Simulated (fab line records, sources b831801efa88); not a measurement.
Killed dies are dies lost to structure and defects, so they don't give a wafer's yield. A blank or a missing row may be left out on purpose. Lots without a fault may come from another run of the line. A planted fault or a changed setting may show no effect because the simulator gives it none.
A struck lot beside a sound one | flow sky130 | 16 steps out of a route of 708
Sound: wafers L793.1, L793.4, L793.6. Struck: wafer L795.3. (L795.2, L795.5 of the same lot were not struck and are left out.) The cause comes at the end.
At each step with rows: each side's tool, then ch and its chambers, then its first start. Under that, the readings that differ: sound wafers | struck wafers | difference of the means | sigmas: that difference in standard deviations of wafers without a fault.
alike: readings whose means differ by less than 2 such deviations, and words and numbers that are the same on both sides. not compared: withheld readings, readings that some wafer has no value for, bounds like >300 that may hide the same value, and numbers for which the record gives no deviation and whose values overlap.
The two part at a step that has a row with sigmas, a row that says differs or no value, or rows on one side only. Numbers that don't overlap but have no deviation are shown without sigmas and don't part them. A reading that every wafer of one side lacks parts them only if that side has two wafers or more.

first, 2 steps without rows for these wafers: SKY_METAL4_PEB_11; SKY_METAL4_DEVELOP_12 (develop time 60 s).
SKY_METAL4_CD_MEAS_13: target cd 300 nm.
  sound on cd_sem-02, day 45 16:27; struck on cd_sem-02, day 46 13:43
  alike: cd_nm
SKY_METAL4_OVL_MEAS_14:
  sound on overlay-02, day 45 16:34; struck on overlay-01, day 46 13:49
  alike: METAL4_OVL
SKY_METAL4_DESCUM_15: chemistry O2, time 8 s.
  sound on rie_metal-01 ch 0,1, day 45 16:36; struck on rie_metal-03 ch 0, day 46 13:51
  alike: drypump_motor_current_A, oes_product_au
  not compared: rf_hours_counter_h
SKY_METAL4_ETCH_16: etches BARC in N2/H2, stops on SiO2, time 88.2 s, target depth 60 nm.
  sound on rie_metal-01 ch 0,1, day 45 16:38; struck on rie_metal-03 ch 0, day 46 13:53
  alike: drypump_motor_current_A, oes_product_au, throttle_valve_pct
  not compared: rf_hours_counter_h
SKY_METAL4_ETCH_17: etches SiO2 in C4F8/O2/Ar, stops on TiN, time 3.9 s, target depth 15 nm.
  sound on rie_diel-03 ch 1,2, day 45 16:44; struck on rie_diel-03 ch 1, day 46 13:59
  alike: oes_product_au
  not compared: rf_hours_counter_h
SKY_METAL4_METAL_ETCH_18: etches the open film in Cl2/BCl3, stops on SiO2, target depth 845 nm, time 183.1 s.
  sound on rie_metal-04 ch 0,1, day 45 16:45; struck on rie_metal-04 ch 0, day 46 14:00
  reading               | sound             | struck | difference | sigmas
  oes_product_au (a.u.) | 0.869 0.861 0.855 | 0.874  | +0.012     | +3
  alike: drypump_motor_current_A, throttle_valve_pct
  not compared: rf_hours_counter_h
then, 4 steps without rows for these wafers: SKY_METAL4_STRIP_19 (strips in O2/N2); SKY_METAL4_STRIP_20 (strips in post etch residue remover, time 1200 s); SKY_METAL4_CLEAN_21 (cleans in IPA, time 180 s); SKY_METAL4_CLEAN_22 (cleans in O3/DIW).
SKY_VIA4_HDPCVD_00: deposits SiO2, target thk 1750 nm, time 291.7 s.
  sound on hdpcvd-01 ch 0,1,2, day 45 17:49; struck on hdpcvd-02 ch 0, day 46 14:49
  reading                                  | sound             | struck | difference | sigmas
  sih4_flow_sccm (sccm)                    | 60.46 59.98 59.86 | 89.84  | +29.74     | +99 or more
  model.SiO2_of_VIA4_HDPCVD_00.thk_nm (nm) | 1741 1765 1744    | 2631   | +881       |
SKY_VIA4_THK_MEAS_01:
  sound on film_metro-04, day 45 17:59; struck on film_metro-02, day 46 15:19
  reading              | sound          | struck | difference | sigmas
  VIA4_HDPCVD_THK (nm) | 1741 1766 1744 | 2630   | +880       | +59
  not compared: hold
SKY_VIA4_CMP_02: polishes SiO2.
  sound on cmp-01 ch 1,2,3, day 45 18:06; struck on cmp-02 ch 2, day 46 17:13
  reading             | sound          | struck                   | difference                   | sigmas
  hold                | - - -          | await_dispo/1.8h/release | no value on the sound wafers |
  motor_current_A (A) | 11.6 11.5 12.1 | 13.5                     | +1.8                         | +2
  alike: head_pressure_psi
SKY_PAD_OPEN_PROBE_99:
  the record has rows for the sound wafers here (prober-01, day 49 05:08) and none for the struck ones

WHERE THEY PART
First at SKY_METAL4_METAL_ETCH_18; last, within this record, at SKY_PAD_OPEN_PROBE_99.

WHY: what the simulator had put in
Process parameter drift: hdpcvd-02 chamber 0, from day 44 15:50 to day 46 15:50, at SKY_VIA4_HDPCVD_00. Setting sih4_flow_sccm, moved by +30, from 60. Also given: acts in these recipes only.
